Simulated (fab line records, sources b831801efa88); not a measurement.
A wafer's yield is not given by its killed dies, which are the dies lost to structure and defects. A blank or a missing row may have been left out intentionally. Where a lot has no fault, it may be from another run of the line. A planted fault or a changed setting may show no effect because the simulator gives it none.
fab line records	flow sky130
[record] lots = 12	wafers = 36	last_day = 50
route steps=708 shown METAL4@632 VIA4@660 METAL5@663 PAD_OPEN@708
lots with no fault: from the same line, run without faults
start_h: the number of hours between the record's first day and the start of the first shown wafer of the lot	wait_h: hours since the lot's step before	" same as the row above	L1.1+2: a row that stands for several wafers	- either no value or no given start	* or withheld: withheld	< > ~ a bound
route shown NAME@n: names a module that has steps shown in the file, with the first one's number in the route	usual: the fault-free wafers' mean and standard deviation	same: alike in all rows	chamber/n: place in a boat	sites: per-site readings	_std_site: the values' standard deviation	_edge_site: outer sites' mean less inner sites'	radius_mm: for every site, how far away it sits from the centre of the wafer	mask NAME#n: copy n	behind: the most recent tool/chamber to have shaped the wafer	hold: cause of the lot's hold/its duration in hours/its outcome	device: transistor that didn't switch, given as n, p or np	end of line: tests of these same wafers at the route's end	a step without rows: its recipe alone	killed: at the first sort, the dies lost to defects and structure; wafer yield is something else	map: a wafer's dies, x killed, . not, _ none there
set.NAME: the setting the step ran with; set.NAME@STEP: the setting that earlier step ran with	model.NAME: the simulator's own value behind a step, which no gauge read
steps of the route over a sample of lots; a table a step, a row a wafer
services: a tool's chamber out of use, with start hour (start_h, from the record's first day; less than 0 if before it), hours out, and reason
[[steps]]
[step SKY_METAL4_ETCH_16]
[recipe] chemistry = N2/H2	target = BARC	ion_energy_ev = 200	bias_w = 100	pressure_mtorr = 30	n2_flow_sccm = 100	h2_flow_sccm = 200	icp_w = 500	stop_on = SiO2	time_s = 88.2	target_depth_a = 600
[usual] drypump_motor_current_A = 5.8/0.5	oes_product_au = 0.626/0.0043	throttle_valve_pct = 13.206/0.0085
lot.wafer	tool	chamber	start_h	wait_h	drypump_motor_current_A	oes_product_au	rf_hours_counter_h	throttle_valve_pct
L724.1	rie_metal-04	0	984.44	0.0	6.2	0.621	10	13.212
L724.3	"	1	"	"	4.9	0.626	-	13.206
L724.6	"	0	"	"	6.2	0.623	-	13.192
L725.1	rie_metal-01	0	991.32	0.1	6.3	0.624	5	13.190
L725.4	"	0	"	"	6.3	0.621	-	13.206
L725.5	"	0	"	"	6.3	0.621	-	13.200
L726.1	rie_metal-01	0	996.54	0.0	6.3	0.633	5	13.198
L726.2	"	1	"	"	5.2	0.631	2	13.206
L726.4	"	0	"	"	6.3	0.626	-	13.203
L727.1	rie_metal-01	1	1009.88	0.0	5.2	0.625	3	13.203
L727.4	"	0	"	"	6.3	0.621	-	13.206
L727.6	"	0	"	"	6.3	0.626	-	13.214
L731.1	rie_metal-01	1	1034.63	0.0	5.2	0.625	5	13.208
L731.4	"	1	"	"	5.2	0.623	-	13.210
L731.5	"	0	"	"	6.2	0.629	-	13.204
L738.1	rie_metal-03	1	1076.27	0.0	6.1	0.626	18	13.208
L738.3	"	0	"	"	5.4	0.629	-	13.211
L738.6	"	1	"	"	6.2	0.627	-	13.200
L739.3	rie_metal-03	1	1088.08	0.1	6.1	0.630	-	13.222
L739.4	"	0	"	"	5.4	0.620	-	13.190
L739.5	"	1	"	"	6.1	0.629	-	13.201
L741.2	rie_metal-03	0	1094.92	0.0	5.4	0.625	17	13.229
L741.4	"	1	"	"	6.1	0.625	-	13.214
L741.6	"	1	"	"	6.1	0.626	-	13.203
L742.1	rie_metal-04	1	1106.34	0.0	4.9	0.626	8	13.194
L742.4	"	0	"	"	6.2	0.632	-	13.192
L742.5	"	0	"	"	6.2	0.630	-	13.214
L745.2	rie_metal-04	0	1128.69	0.0	6.2	0.619	20	13.196
L745.4	"	0	"	"	6.2	0.629	-	13.199
L745.5	"	0	"	"	6.2	0.628	-	13.212
L747.1	rie_metal-01	0	1129.07	0.0	6.3	0.629	16	13.205
L747.4	"	0	"	"	6.3	0.626	-	13.215
L747.5	"	0	"	"	6.3	0.632	-	13.203
L746.1	rie_metal-03	1	1133.29	0.0	6.1	0.620	21	13.200
L746.2	"	0	"	"	5.4	0.632	19	13.222
L746.3	"	0	"	"	5.4	0.626	-	13.208
[step SKY_METAL4_CLEAN_22]
[recipe] chemistry = O3/DIW	dry = n2_spin
lot.wafer	tool	chamber	start_h	wait_h
L724.1+3+6	wet_bench-04	3	985.23	0.0
L725.1+4+5	wet_bench-04	2	992.21	0.0
L726.1+2+4	wet_bench-04	3	997.33	0.0
L727.1+4+6	wet_bench-02	0	1010.68	0.0
L731.1+4+5	wet_bench-01	2	1035.42	0.0
L738.1+3+6	wet_bench-02	1	1077.10	0.0
L739.3+4+5	wet_bench-02	1	1088.92	0.0
L741.2+4+6	wet_bench-02	0	1095.71	0.0
L742.1+4+5	wet_bench-04	1	1107.17	0.0
L745.2+4+5	wet_bench-04	3	1129.48	0.0
L747.1+4+5	wet_bench-04	1	1129.86	0.0
L746.1+2+3	wet_bench-04	2	1134.08	0.0
[step SKY_VIA4_CMP_21]
[recipe] stop_on = SiO2	t_overpolish_s = 25	down_force_psi = 3.5	platen_rpm = 60	target_thk_nm = 0	pad_velocity_m_s = 0.94248
[usual] motor_current_A = 11.1/0.64	overpolish_run_s = 24.998/0.0088	time_to_endpoint_s = 124/4.5
lot.wafer	tool	chamber	start_h	wait_h	motor_current_A	overpolish_run_s	time_to_endpoint_s
L724.3	cmp-02	2	1009.84	0.0	12.2	24.999	127
L724.1	"	3	"	"	11.1	25.002	122
L724.6	"	3	"	"	10.2	25.010	124
L725.4	cmp-02	0	1019.86	2.9	10.9	24.988	128
L725.1	"	2	"	"	11.9	25.000	116
L725.5	"	0	"	"	11.0	25.005	122
L726.1	cmp-02	3	1022.26	0.7	10.2	25.005	116
L726.4	"	0	"	"	11.4	25.000	126
L726.2	"	2	"	"	12.6	24.997	119
L727.4	cmp-01	3	1034.85	0.0	10.9	24.997	120
L727.1	"	2	"	"	11.4	24.998	123
L727.6	"	0	"	"	11.3	25.020	128
L731.1	cmp-01	3	1058.64	0.1	11.1	25.000	127
L731.4	"	0	"	"	11.8	25.004	134
L731.5	"	3	"	"	11.4	24.994	130
L738.3	cmp-01	2	1099.22	0.2	11.4	24.997	123
L738.1	"	1	"	"	10.5	25.002	126
L738.6	"	3	"	"	11.2	24.996	124
L739.3	cmp-01	2	1109.65	0.0	11.2	24.990	124
L739.4	"	1	"	"	10.4	24.990	124
L739.5	"	3	"	"	10.8	24.994	122
L741.2	cmp-02	2	1117.53	0.1	11.5	24.996	119
L741.4	"	0	"	"	11.0	24.992	125
L741.6	"	1	"	"	10.9	24.986	122
L742.1	cmp-01	3	1128.65	0.1	11.3	24.996	121
L742.4	"	0	"	"	11.5	24.992	129
L742.5	"	1	"	"	10.0	24.991	121
L745.2	cmp-02	1	1149.66	0.0	11.2	24.990	123
L745.4	"	2	"	"	12.0	24.983	120
L745.5	"	2	"	"	11.8	24.997	119
L747.1	cmp-01	2	1150.67	0.1	11.3	25.002	114
L747.4	"	3	"	"	10.6	24.991	113
L747.5	"	2	"	"	11.6	24.997	116
L746.3	cmp-02	1	1154.09	0.1	10.9	25.004	122
L746.2	"	2	"	"	12.3	25.006	121
L746.1	"	0	"	"	10.9	25.010	129
[step SKY_METAL5_SPUTTER_02]
[recipe] material = AlCu	target_thk_nm = 1150	power_w = 10600	time_s = 61.2	chamber_pressure_pa = 0.4
[usual] throttle_valve_pct = 29.5/1.1
lot.wafer	tool	chamber	start_h	wait_h	throttle_valve_pct
L724.1	pvd_sputter-04	-	1010.18	0.0	30.8
L724.3	"	-	"	"	30.1
L724.6	"	-	"	"	27.5
L725.1	pvd_sputter-02	-	1020.21	0.0	29.6
L725.4	"	-	"	"	29.9
L725.5	"	-	"	"	27.4
L726.1	pvd_sputter-03	-	1022.61	0.0	30.1
L726.2	"	-	"	"	30.1
L726.4	"	-	"	"	30.3
L727.1	pvd_sputter-03	-	1035.20	0.0	30.3
L727.4	"	-	"	"	29.1
L727.6	"	-	"	"	29.9
L731.1	pvd_sputter-04	-	1058.99	0.0	29.8
L731.4	"	-	"	"	27.5
L731.5	"	-	"	"	30.7
L738.1	pvd_sputter-02	-	1099.57	0.0	30.8
L738.3	"	-	"	"	29.8
L738.6	"	-	"	"	30.7
L739.3	pvd_sputter-04	-	1110.00	0.0	30.7
L739.4	"	-	"	"	27.7
L739.5	"	-	"	"	30.0
L741.2	pvd_sputter-04	-	1117.83	0.0	29.2
L741.4	"	-	"	"	27.8
L741.6	"	-	"	"	27.8
L742.1	pvd_sputter-03	-	1128.89	0.0	29.1
L742.4	"	-	"	"	30.2
L742.5	"	-	"	"	28.7
L745.2	pvd_sputter-03	-	1150.01	0.0	30.1
L745.4	"	-	"	"	30.4
L745.5	"	-	"	"	29.0
L747.1	pvd_sputter-03	-	1150.97	0.0	30.1
L747.4	"	-	"	"	30.0
L747.5	"	-	"	"	30.0
L746.1	pvd_sputter-03	-	1154.43	0.0	30.1
L746.2	"	-	"	"	30.0
L746.3	"	-	"	"	29.9
[step SKY_PAD_OPEN_PROBE_99]
[usual] defect_limited_yield = 82.4/1.9	killed_at_M0_to_M3 = 43/6.7	killed_at_M4_up = 3.1/1.9	killed_at_contacts = 25/5	killed_at_front_end = 15/4	killed_at_other = 0.4/0.69	killed_dies = 87/9.2	killed_open = 46/7.1	killed_short = 40/6.8	sort_bin_3_pad_short = 0.9/0.48	sort_bin_5_function = 10.3/1.5	sort_bin_6_memory = 6.4/1.2	sort_n_pass = 405/9.2	sort_yield_pct = 82.4/1.9
[same] gross_dies = 492	killed_at_back_side = 0	sort_bin_4_leakage[%] = 0	sort_bin_8_speed[%] = 0
lot.wafer	tool	chamber	start_h	wait_h	defect_limited_yield[%]	killed_at_M0_to_M3	killed_at_M4_up	killed_at_contacts	killed_at_front_end	killed_at_other	killed_dies	killed_open	killed_short	sort_bin_3_pad_short[%]	sort_bin_5_function[%]	sort_bin_6_memory[%]	sort_n_pass	sort_yield_pct[%]
L724.1	prober-01	-	1080.35	0.1	83.7	42	6	19	13	0	80	35	45	1.8	6.7	7.7	412	83.7
L724.3	prober-01	-	1080.45	0.2	82.9	42	0	21	20	1	84	38	46	0	9.6	7.5	408	82.9
L724.6	prober-01	-	1080.60	0.2	80.7	47	5	26	12	5	95	47	45	0.8	12.4	6.1	397	80.7
L725.1	prober-02	-	1089.01	0.1	82.3	43	4	22	18	0	87	48	38	2.4	9.3	5.9	405	82.3
L725.4	prober-02	-	1089.16	0.2	78.9	48	5	31	20	0	104	58	46	0	13.8	7.3	388	78.9
L725.5	prober-02	-	1089.21	0.2	84.3	38	3	22	14	0	77	42	35	1.2	8.3	6.1	415	84.3
L726.1	prober-01	-	1092.52	0.1	81.1	44	1	24	24	0	93	46	47	0.6	12.0	6.3	399	81.1
L726.2	prober-01	-	1092.57	0.1	80.7	52	5	23	15	0	95	47	48	0.8	11.8	6.7	397	80.7
L726.4	prober-01	-	1092.67	0.2	78.3	53	9	27	17	1	107	46	61	1.6	13.0	7.1	385	78.3
L727.1	prober-01	-	1101.79	0.1	82.1	42	6	28	12	0	88	43	45	1.0	9.6	7.3	404	82.1
L727.4	prober-01	-	1101.94	0.2	82.9	36	5	24	17	2	84	46	38	1.0	8.3	7.7	408	82.9
L727.6	prober-01	-	1102.04	0.2	85.0	34	3	25	12	0	74	37	35	1.2	7.5	6.3	418	85.0
L731.1	prober-02	-	1124.52	0.1	72.0	50	52	24	11	1	138	49	39	2.8	16.7	8.5	354	72.0
L731.4	prober-02	-	1124.67	0.2	72.6	36	57	26	16	0	135	47	35	2.2	16.9	8.3	357	72.6
L731.5	prober-02	-	1124.72	0.2	74.8	32	52	28	12	0	124	52	23	2.2	15.7	7.3	368	74.8
L738.1	prober-02	-	1161.48	0.1	81.7	48	2	22	17	1	90	53	36	1.0	9.1	8.1	402	81.7
L738.3	prober-02	-	1161.58	0.2	83.9	36	1	27	13	2	79	38	40	0.8	10.0	5.3	413	83.9
L738.6	prober-02	-	1161.73	0.2	83.3	43	1	19	18	1	82	47	35	0.8	10.0	5.9	410	83.3
L739.3	prober-02	-	1168.77	0.2	81.7	50	4	16	19	1	90	44	44	0.2	10.8	7.3	402	81.7
L739.4	prober-02	-	1168.82	0.2	80.7	55	4	20	15	1	95	58	36	0.6	10.8	7.9	397	80.7
L739.5	prober-02	-	1168.87	0.2	84.1	42	2	26	8	0	78	43	33	0.6	8.1	7.1	414	84.1
L741.2	prober-01	-	1175.62	0.1	79.1	58	5	29	11	0	103	55	48	1.8	12.6	6.5	389	79.1
L741.4	prober-01	-	1175.72	0.2	80.1	49	5	26	17	1	98	39	59	1.2	12.0	6.7	394	80.1
L741.6	prober-01	-	1175.82	0.2	84.8	47	3	17	8	0	75	43	32	0.6	10.2	4.5	417	84.8
L742.1	prober-01	-	1183.97	0.1	83.5	38	0	32	11	0	81	53	26	0.4	9.1	6.9	411	83.5
L742.4	prober-01	-	1184.12	0.2	81.3	45	4	30	13	0	92	43	48	0.6	14.2	3.9	400	81.3
L742.5	prober-01	-	1184.17	0.2	85.0	37	1	25	10	1	74	45	29	1.2	8.5	5.3	418	85.0
L745.2	prober-02	-	1203.16	0.1	80.9	43	1	27	23	0	94	48	46	1.2	8.9	8.9	398	80.9
L745.4	prober-02	-	1203.26	0.2	82.9	48	1	23	12	0	84	53	31	0.4	8.7	7.9	408	82.9
L745.5	prober-02	-	1203.31	0.2	83.1	41	5	22	15	0	83	49	33	0.2	10.2	6.5	409	83.1
L747.1	prober-01	-	1204.61	0.1	79.9	51	3	31	14	0	99	46	53	0.8	11.4	7.9	393	79.9
L747.4	prober-01	-	1204.76	0.2	85.6	38	1	22	10	0	71	37	34	1.2	9.8	3.5	421	85.6
L747.5	prober-01	-	1204.81	0.2	81.5	37	2	33	18	1	91	47	44	1.2	10.6	6.7	401	81.5
L746.1	prober-02	-	1206.17	0.1	85.4	37	1	22	12	0	72	41	31	1.0	9.6	4.1	420	85.4
L746.2	prober-02	-	1206.22	0.1	83.9	37	2	28	12	0	79	47	32	0.2	10.6	5.3	413	83.9
L746.3	prober-02	-	1206.27	0.2	83.7	35	6	28	11	0	80	36	44	0.8	8.1	7.3	412	83.7
// killed by level:class
L724.1 METAL1:geometric_particle:short=9 LOCAL_INTERCONNECT:geometric_particle:short=7 VIA2:geometric_particle:open=6 VIA3:geometric_particle:open=6 METAL4:geometric_particle:short=5 CONTACT:geometric_particle:open=5 METAL2:geometric_particle:short=5 LI_CONTACT:geometric_particle:open=4
L724.3 VIA2:geometric_particle:open=8 LI_CONTACT:geometric_particle:open=7 LOCAL_INTERCONNECT:geometric_particle:short=7 METAL1:geometric_particle:short=7 POLY_GATE:geometric_particle:short=5 VIA1:geometric_particle:open=5 METAL2:geometric_particle:short=5 FIELD_ISO:geometric_particle:short=4
L724.6 VIA3:geometric_particle:open=13 CONTACT:geometric_particle:open=10 VIA1:geometric_particle:open=10 LOCAL_INTERCONNECT:geometric_particle:short=7 METAL2:geometric_particle:short=6 FIELD_ISO:geometric_particle:short=4 LI_CONTACT:geometric_particle:short=4 METAL1:geometric_particle:short=4
L725.1 VIA2:geometric_particle:open=9 CONTACT:geometric_particle:open=8 FIELD_ISO:geometric_particle:open=7 CONTACT:geometric_particle:short=7 VIA1:geometric_particle:open=7 METAL2:geometric_particle:short=6 METAL1:geometric_particle:short=5 POLY_GATE:geometric_particle:open=4
L725.4 VIA1:geometric_particle:open=11 CONTACT:geometric_particle:open=11 LI_CONTACT:geometric_particle:open=8 CONTACT:geometric_particle:short=7 VIA3:geometric_particle:open=7 POLY_GATE:geometric_particle:open=6 VIA1:geometric_particle:short=6 VIA3:geometric_particle:short=6
L725.5 LI_CONTACT:geometric_particle:open=9 METAL1:geometric_particle:short=6 VIA1:geometric_particle:open=6 CONTACT:geometric_particle:open=5 VIA3:geometric_particle:open=5 POLY_GATE:geometric_particle:open=4 VIA2:geometric_particle:open=4 VIA2:geometric_particle:short=4
L726.1 VIA1:geometric_particle:open=9 LOCAL_INTERCONNECT:geometric_particle:short=7 VIA2:geometric_particle:open=7 VIA1:geometric_particle:short=6 LI_CONTACT:geometric_particle:open=5 FIELD_ISO:geometric_particle:short=5 POLY_GATE:geometric_particle:open=5 CONTACT:geometric_particle:open=5
L726.2 METAL1:geometric_particle:short=10 VIA1:geometric_particle:open=10 VIA3:geometric_particle:open=9 LOCAL_INTERCONNECT:geometric_particle:short=7 CONTACT:geometric_particle:open=6 METAL3:geometric_particle:short=5 CONTACT:geometric_particle:short=5 POLY_GATE:geometric_particle:open=4
L726.4 FIELD_ISO:geometric_particle:short=8 VIA1:geometric_particle:short=8 CONTACT:geometric_particle:open=7 LI_CONTACT:geometric_particle:open=7 LOCAL_INTERCONNECT:geometric_particle:short=7 VIA1:geometric_particle:open=7 VIA3:geometric_particle:open=7 METAL1:geometric_particle:short=6
L727.1 CONTACT:geometric_particle:open=10 LI_CONTACT:geometric_particle:open=9 VIA1:geometric_particle:open=8 METAL2:geometric_particle:short=7 METAL1:geometric_particle:short=6 VIA1:geometric_particle:short=5 METAL4:geometric_particle:short=5 LOCAL_INTERCONNECT:geometric_particle:short=4
L727.4 CONTACT:geometric_particle:open=10 VIA1:geometric_particle:short=7 FIELD_ISO:geometric_particle:short=6 VIA1:geometric_particle:open=6 METAL2:geometric_particle:short=6 FIELD_ISO:geometric_particle:open=5 LI_CONTACT:geometric_particle:open=5 LOCAL_INTERCONNECT:geometric_particle:short=5
L727.6 CONTACT:geometric_particle:open=10 METAL1:geometric_particle:short=7 VIA1:geometric_particle:open=7 LI_CONTACT:geometric_particle:short=5 VIA3:geometric_particle:open=5 LOCAL_INTERCONNECT:geometric_particle:short=4 POLY_GATE:geometric_particle:short=3 CONTACT:geometric_particle:short=3
L731.1 METAL4:unspecified=50 VIA1:geometric_particle:open=14 LI_CONTACT:geometric_particle:open=9 CONTACT:geometric_particle:open=9 VIA2:geometric_particle:open=8 VIA1:geometric_particle:short=7 METAL2:geometric_particle:short=6 VIA3:geometric_particle:open=4
L731.4 METAL4:unspecified=53 VIA1:geometric_particle:open=10 CONTACT:geometric_particle:open=8 FIELD_ISO:geometric_particle:short=7 LI_CONTACT:geometric_particle:open=7 VIA2:geometric_particle:open=7 CONTACT:geometric_particle:short=6 METAL2:geometric_particle:short=6
L731.5 METAL4:unspecified=49 CONTACT:geometric_particle:open=10 VIA2:geometric_particle:open=10 LI_CONTACT:geometric_particle:open=9 VIA1:geometric_particle:open=9 POLY_GATE:geometric_particle:open=5 LI_CONTACT:geometric_particle:short=5 VIA3:geometric_particle:open=5
L738.1 VIA1:geometric_particle:open=10 METAL2:geometric_particle:short=9 VIA3:geometric_particle:open=9 FIELD_ISO:geometric_particle:open=7 LI_CONTACT:geometric_particle:open=7 CONTACT:geometric_particle:open=6 VIA1:geometric_particle:short=6 LOCAL_INTERCONNECT:geometric_particle:short=4
L738.3 LOCAL_INTERCONNECT:geometric_particle:short=9 VIA1:geometric_particle:open=9 LI_CONTACT:geometric_particle:open=6 CONTACT:geometric_particle:open=5 VIA1:geometric_particle:short=5 VIA2:geometric_particle:short=5 FIELD_ISO:geometric_particle:open=4 POLY_GATE:geometric_particle:short=4
L738.6 VIA1:geometric_particle:open=10 VIA2:geometric_particle:open=9 LI_CONTACT:geometric_particle:open=6 METAL1:geometric_particle:short=6 FIELD_ISO:geometric_particle:short=5 VIA3:geometric_particle:open=5 CONTACT:geometric_particle:open=5 LI_CONTACT:geometric_particle:short=4
L739.3 VIA1:geometric_particle:open=10 VIA3:geometric_particle:open=7 METAL1:geometric_particle:short=6 VIA2:geometric_particle:open=6 FIELD_ISO:geometric_particle:open=5 METAL2:geometric_particle:short=5 VIA1:geometric_particle:short=5 FIELD_ISO:geometric_particle:short=4
L739.4 VIA1:geometric_particle:open=18 VIA2:geometric_particle:open=6 METAL1:geometric_particle:short=6 VIA3:geometric_particle:open=6 POLY_GATE:geometric_particle:open=5 LOCAL_INTERCONNECT:geometric_particle:short=5 METAL2:geometric_particle:short=5 LI_CONTACT:geometric_particle:open=4
L739.5 VIA1:geometric_particle:open=12 CONTACT:geometric_particle:open=9 VIA2:geometric_particle:open=9 VIA1:geometric_particle:short=6 LOCAL_INTERCONNECT:geometric_particle:short=5 LI_CONTACT:geometric_particle:short=4 METAL1:geometric_particle:short=4 VIA2:geometric_particle:short=4
L741.2 CONTACT:geometric_particle:open=12 VIA1:geometric_particle:short=11 VIA1:geometric_particle:open=10 VIA3:geometric_particle:open=8 LI_CONTACT:geometric_particle:open=7 METAL2:geometric_particle:short=7 VIA2:geometric_particle:open=7 CONTACT:geometric_particle:short=6
L741.4 VIA1:geometric_particle:open=12 METAL2:geometric_particle:short=9 LI_CONTACT:geometric_particle:open=8 CONTACT:geometric_particle:open=8 FIELD_ISO:geometric_particle:short=6 POLY_GATE:geometric_particle:short=6 VIA1:geometric_particle:short=6 VIA2:geometric_particle:open=5
L741.6 VIA3:geometric_particle:open=8 VIA2:geometric_particle:open=8 VIA1:geometric_particle:open=7 METAL1:geometric_particle:short=6 CONTACT:geometric_particle:open=5 VIA1:geometric_particle:short=4 LI_CONTACT:geometric_particle:open=4 METAL2:geometric_particle:open=4
L742.1 VIA1:geometric_particle:open=13 LI_CONTACT:geometric_particle:open=12 CONTACT:geometric_particle:open=10 VIA3:geometric_particle:open=6 METAL1:geometric_particle:short=6 CONTACT:geometric_particle:short=5 VIA2:geometric_particle:open=5 FIELD_ISO:geometric_particle:short=4
L742.4 LI_CONTACT:geometric_particle:open=9 VIA1:geometric_particle:open=8 VIA3:geometric_particle:open=8 METAL2:geometric_particle:short=8 CONTACT:geometric_particle:open=7 CONTACT:geometric_particle:short=5 SPACER:geometric_particle:short=4 LOCAL_INTERCONNECT:geometric_particle:short=4
L742.5 CONTACT:geometric_particle:open=11 VIA3:geometric_particle:open=10 METAL1:geometric_particle:short=8 LI_CONTACT:geometric_particle:open=7 VIA2:geometric_particle:open=5 FIELD_ISO:geometric_particle:open=4 CONTACT:geometric_particle:short=4 METAL2:geometric_particle:short=4
L745.2 VIA1:geometric_particle:open=11 LOCAL_INTERCONNECT:geometric_particle:short=7 CONTACT:geometric_particle:open=7 METAL2:geometric_particle:short=7 VIA2:geometric_particle:open=6 POLY_GATE:geometric_particle:open=5 LI_CONTACT:geometric_particle:open=5 CONTACT:geometric_particle:short=5
L745.4 VIA1:geometric_particle:open=17 LI_CONTACT:geometric_particle:open=8 CONTACT:geometric_particle:open=7 VIA2:geometric_particle:open=7 VIA3:geometric_particle:short=7 VIA3:geometric_particle:open=6 CONTACT:geometric_particle:short=4 VIA2:geometric_particle:short=4
L745.5 CONTACT:geometric_particle:open=9 VIA1:geometric_particle:open=8 VIA3:geometric_particle:open=7 VIA1:geometric_particle:short=6 FIELD_ISO:geometric_particle:open=5 LI_CONTACT:geometric_particle:open=5 METAL2:geometric_particle:short=5 SPACER:geometric_particle:open=4
L747.1 VIA1:geometric_particle:open=14 METAL1:geometric_particle:short=12 CONTACT:geometric_particle:open=10 LI_CONTACT:geometric_particle:open=7 LOCAL_INTERCONNECT:geometric_particle:short=6 CONTACT:geometric_particle:short=5 VIA3:geometric_particle:short=5 VIA1:geometric_particle:short=4
L747.4 METAL1:geometric_particle:short=9 VIA2:geometric_particle:open=5 LI_CONTACT:geometric_particle:short=5 CONTACT:geometric_particle:open=5 VIA1:geometric_particle:open=5 LI_CONTACT:geometric_particle:open=4 CONTACT:geometric_particle:short=4 VIA3:geometric_particle:open=4
L747.5 CONTACT:geometric_particle:open=9 CONTACT:geometric_particle:short=9 VIA1:geometric_particle:open=7 LI_CONTACT:geometric_particle:open=7 POLY_GATE:geometric_particle:open=5 VIA2:geometric_particle:open=5 VIA3:geometric_particle:short=5 FIELD_ISO:geometric_particle:open=4
L746.1 CONTACT:geometric_particle:open=10 VIA2:geometric_particle:open=8 METAL2:geometric_particle:short=8 VIA1:geometric_particle:open=6 LI_CONTACT:geometric_particle:open=5 FIELD_ISO:geometric_particle:open=4 FIELD_ISO:geometric_particle:short=3 POLY_GATE:geometric_particle:open=3
L746.2 CONTACT:geometric_particle:open=11 LI_CONTACT:geometric_particle:open=8 VIA2:geometric_particle:open=8 VIA3:geometric_particle:open=5 METAL1:geometric_particle:short=4 VIA1:geometric_particle:open=4 FIELD_ISO:geometric_particle:short=3 POLY_GATE:geometric_particle:short=3
L746.3 CONTACT:geometric_particle:open=10 METAL1:geometric_particle:short=7 VIA1:geometric_particle:open=7 METAL2:geometric_particle:short=7 LI_CONTACT:geometric_particle:open=6 LI_CONTACT:geometric_particle:short=5 LOCAL_INTERCONNECT:geometric_particle:short=4 VIA2:geometric_particle:short=4
[[services]]
tool	chamber	start_h	hours	kind
cmp-01	-	961.57	3.9	pm
cmp-01	-	974.83	1.9	repair
pvd_sputter-03	0	977.88	-	consumable_replace:kit
pvd_sputter-03	0	977.88	18.0	scheduled_down
pvd_sputter-03	0	977.88	18.0	vent_cycle
wet_bench-01	-	985.37	1.9	pm
rie_metal-01	1	985.62	5.7	repair
pvd_sputter-02	-	1007.90	8.5	repair
cmp-01	-	1011.31	9.1	pm
cmp-02	-	1015.32	3.3	repair
cmp-02	-	1064.12	0.5	repair
cmp-01	-	1080.93	1.0	repair
cmp-01	-	1084.00	4.0	pm
cmp-01	-	1088.00	-	consumable_replace:conditioner
cmp-01	-	1088.00	-	consumable_replace:pad
pvd_sputter-03	-	1109.79	8.8	repair
rie_metal-03	-	1110.14	14.6	pm
cmp-02	-	1120.78	1.5	repair
pvd_sputter-03	3	1121.45	-	consumable_replace:kit
pvd_sputter-03	3	1121.45	18.0	scheduled_down
pvd_sputter-03	3	1121.45	18.0	vent_cycle
pvd_sputter-04	3	1141.17	-	consumable_replace:kit
pvd_sputter-04	3	1141.17	18.0	scheduled_down
cmp-02	-	1144.69	2.4	repair
[[key]]
[first_sign] step = SKY_PAD_OPEN_PROBE_99	reading = killed_at_M4_up	direction = up	sigmas = 26	usual = 3.1	struck = 53.7
[effect] step = SKY_PAD_OPEN_PROBE_99	reading = defect_limited_yield	direction = down	sigmas = 5	usual = 82.4	struck = 73.1
met_at SKY_METAL4_CLEAN_22
struck_lots L731
struck_wafers L731.1,L731.4,L731.5
not_acting_at SKY_METAL4_ETCH_16,SKY_VIA4_CMP_21,SKY_METAL5_SPUTTER_02
[fault] kind = chamber_particle_source	tool = wet_bench-01	chamber = 2	onset_h = 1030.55	steps = SKY_METAL4_CLEAN_22	rate_per_visit_cm2 = 0.7074	end_h = 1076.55
